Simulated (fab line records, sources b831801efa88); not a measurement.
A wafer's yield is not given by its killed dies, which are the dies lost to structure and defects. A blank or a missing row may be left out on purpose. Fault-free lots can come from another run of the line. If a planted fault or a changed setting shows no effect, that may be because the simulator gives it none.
The same fault as seen by 2 desks ; flow sky130 ; only its own numbers are on each desk; what lay behind them is given at the end

METROLOGY DESK
Means of the sampled wafers that have a number, per lot and without regard to the tool the lot ran on: this is what the gauges read. A lot is out of limits, marked OUT, if its mean lies more than 4 standard deviations from the usual mean; the brackets give that distance.
Columns: A = CAPM_TIN_RS at SKY_CAPM_RS_MEAS_03, usual 6.59 ohm/sq
lot;first seen here;A
L785;day 37 18:05;6.62
L786;day 38 00:18;6.63
L790;day 39 02:41;6.58
L791;day 39 05:09;6.49
L792;day 39 05:25;6.45
L793;day 39 14:27;6.56
L795;day 40 06:40;6.48
L799;day 41 03:01;6.61
L803;day 42 07:40;6.55
L804;day 42 16:57;6.69
L806;day 43 08:34;6.59
This desk's verdict: no lot among the 11 shows anything out of limits.

DESK OF THE TOOL OWNER: lithoTrack-01
The tool's own readings at SKY_METAL3_COAT_08 (resist thk 1140 nm): means of the sampled wafers that have a number, for each lot that ran on this tool. A lot is out of limits, marked OUT, if its mean lies more than 4 standard deviations from the usual mean; the brackets give that distance.
Columns: A = resistLineTempC at SKY_METAL3_COAT_08, usual 22.98 C
lot;first seen here;A
L785;day 39 07:00;22.99
L786;day 39 12:00;22.84
L790;day 40 16:00;23.17
L792;day 40 20:00;22.98
L793;day 41 04:00;22.94
L795;day 41 18:00;23.05
This desk's verdict: no lot among the 6 shows anything out of limits.

BROUGHT TOGETHER
At the metrology desk, nothing out of limits was observed.
The desk of the tool owner found nothing out of limits.

WHAT THE SIMULATOR HAD PUT IN
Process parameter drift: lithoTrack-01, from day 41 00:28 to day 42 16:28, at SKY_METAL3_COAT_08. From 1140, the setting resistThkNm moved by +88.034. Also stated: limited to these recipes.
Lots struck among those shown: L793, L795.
